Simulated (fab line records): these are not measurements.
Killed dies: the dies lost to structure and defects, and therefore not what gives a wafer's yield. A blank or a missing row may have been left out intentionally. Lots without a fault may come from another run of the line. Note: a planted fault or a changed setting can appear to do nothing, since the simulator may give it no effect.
Which tool is to blame? -- flow sky130 -- 12 lots with 36 wafers sampled at 5 steps, on a route of 708 steps

== WHAT THE GAUGES SHOWED, per wafer ==
SKY_METAL2_CD_MEAS_15 targets a cd of 140 nm.
lot,measured,on,cd_nm (nm)
L075,day 35 04:31,cd_sem-02,140.4 139.7 140.6
L077,day 37 11:50,cd_sem-01,139.3 140.3 140.6
L079,day 37 05:31,cd_sem-02,141.0 141.9 140.8
L081,day 37 12:28,cd_sem-02,141.5 143.8 142.4
L083,day 39 03:31,cd_sem-02,138.7 136.8 138.6
L085,day 39 07:38,cd_sem-02,138.2 137.5 137.9
L087,day 39 08:49,cd_sem-01,139.2 137.6 137.8
L089,day 39 13:26,cd_sem-01,139.4 138.7 137.9
L091,day 40 04:17,cd_sem-01,139.6 140.1 138.8
L093,day 41 02:23,cd_sem-01,140.0 141.9 140.8
L095,day 41 03:37,cd_sem-02,140.2 140.9 139.2
L097,day 41 18:34,cd_sem-01,140.1 139.1 139.1

== WHICH TOOL RAN EACH LOT (tool, then ch and the chambers of the sampled wafers, then the start) ==
lot,SKY_FIELD_ISO_ETCH_14,SKY_LDD_N_STRIP_16,SKY_CONTACT_CVD_24,SKY_METAL1_ETCH_18
L075,"rie_diel-04 ch 0,1, day 2 09:39","plasma_asher-02 ch 0,1, day 17 21:23","cvd_w-02 ch 0,1, day 31 15:37","rie_metal-04 ch 0,1, day 32 19:07"
L077,"rie_diel-03 ch 1,2,3, day 2 22:32","plasma_asher-03 ch 0,1, day 20 10:02","cvd_w-01 ch 0,1, day 33 23:53","rie_metal-03 ch 0, day 35 03:45"
L079,"rie_diel-03 ch 1,2,3, day 3 07:45","plasma_asher-02 ch 0,1, day 20 06:26","cvd_w-01 ch 0,1, day 33 18:52","rie_metal-04 ch 0,1, day 34 21:56"
L081,"rie_diel-03 ch 1,2, day 3 20:05","plasma_asher-03 ch 0,1, day 20 14:29","cvd_w-02 ch 0,1, day 34 00:14","rie_metal-04 ch 0,1, day 35 04:07"
L083,"rie_diel-01 ch 0,1,3, day 4 04:09","plasma_asher-04 ch 0,1, day 22 11:17","cvd_w-01 ch 0,1, day 35 16:51","rie_metal-04 ch 0,1, day 36 20:22"
L085,"rie_diel-03 ch 0,1,3, day 4 14:59","plasma_asher-02 ch 0,1, day 22 14:32","cvd_w-02 ch 0,1, day 35 22:40","rie_metal-04 ch 0,1, day 37 02:03"
L087,"rie_diel-03 ch 0,3, day 5 03:29","plasma_asher-02 ch 0,1, day 22 16:23","cvd_w-01 ch 0,1, day 35 23:01","rie_metal-03 ch 0,1, day 37 02:18"
L089,"rie_diel-04 ch 0,3, day 5 11:29","plasma_asher-04 ch 0,1, day 22 22:23","cvd_w-02 ch 0,1, day 36 05:02","rie_metal-01 ch 0, day 37 08:24"
L091,"rie_diel-03 ch 1,2,3, day 5 20:53","plasma_asher-02 ch 0,1, day 23 16:47","cvd_w-02 ch 0,1, day 36 19:18","rie_metal-04 ch 0,1, day 37 22:36"
L093,"rie_diel-01 ch 0,2,3, day 6 07:08","plasma_asher-03 ch 1, day 24 19:29","cvd_w-02 ch 0,1, day 37 21:22","rie_metal-04 ch 1, day 38 23:33"
L095,"rie_diel-04 ch 0,1,2, day 6 17:05","plasma_asher-03 ch 0,1, day 24 21:02","cvd_w-01 ch 0,1, day 37 22:45","rie_metal-03 ch 0,1, day 39 00:35"
L097,"rie_diel-04 ch 0,2,3, day 7 05:50","plasma_asher-03 ch 0,1, day 25 15:41","cvd_w-01 ch 0,1, day 38 14:31","rie_metal-03 ch 0,1, day 39 16:18"
- SKY_FIELD_ISO_ETCH_14: etches BARC in N2/H2, stops on SiO2, time 45.9 s, target depth 60 nm.
- SKY_LDD_N_STRIP_16: strips in O2/N2.
- SKY_CONTACT_CVD_24: deposits W, target thk 340 nm, time 102.12 s.
- SKY_METAL1_ETCH_18: etches BARC in N2/H2, stops on SiO2, time 45.9 s, target depth 60 nm.

== THE ANSWER, worked out from the rows above alone ==
Rule: the usual values come from the lots themselves. The widest of any qualifying gaps counts: lots, ordered by their means at a reading, are off when they make up no more than a third of the lots, leave a main group of 4 or more, and stand apart from it by 3 or more times the standard deviation of that group's means. The tables above print the reading to a certain number of digits; a main group whose means all agree to those digits is not used. Also off: a lot with no number at a reading for which 4 or more lots have one. Any other lot the step has rows for is counted as sound.
None of the lots is off at any reading shown; this tells nothing.

== WHAT HAD BEEN PUT IN BY THE SIMULATOR ==
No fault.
